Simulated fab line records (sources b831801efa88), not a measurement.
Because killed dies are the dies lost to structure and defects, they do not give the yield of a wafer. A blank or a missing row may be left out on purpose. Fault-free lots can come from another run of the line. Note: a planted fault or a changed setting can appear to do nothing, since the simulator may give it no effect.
Matching of chambers -- flow sky130 -- SKY_VIA4_CMP_02 on cmp-02: 4 sister chambers
The step polishes SiO2. 4 wafers are shown with their chamber, then 8 later ones without.

## WAFERS, EACH WITH ITS CHAMBER
wafer,chamber,motor_current_A (A)
L212.2,3,12.2
L212.4,1,12.2
L212.5,0,11.0
L214.2,2,12.7

## WAFERS MISSING THEIR CHAMBER
wafer,motor_current_A (A)
L214.4,10.9
L214.6,10.8
L224.1,12.2
L224.4,11.4
L224.5,12.1
L225.2,11.4
L225.3,12.2
L225.4,10.6

## THE CHAMBER EACH PASSED THROUGH
wafer,from the rows above,in truth
L214.4,0,0
L214.6,0,0
L224.1,can't be placed: 1 or 3 or 2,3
L224.4,can't be placed: 0 or 1 or 3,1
L224.5,can't be placed: 1 or 3 or 2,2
L225.2,can't be placed: 0 or 1 or 3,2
L225.3,can't be placed: 1 or 3 or 2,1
L225.4,0,0
Placed correctly: 3 of 8. Unplaceable from these rows: 5, with the true chamber sitting among the candidates in 4. Number placed wrongly: 0.
How it was worked out, from the rows above alone: a wafer's distance from a chamber is the root of the sum, over the readings, of the square of ((its reading less the chamber's mean) divided by the reading's scatter). If the next closest chamber is less than 2 further off than the closest, the wafer can't be placed; otherwise it belongs to the closest. The mean given for a chamber averages the wafers shown for that chamber. The scatter: root of mean squared gap, hidden wafer to nearest shown wafer, with one shown wafer a chamber.
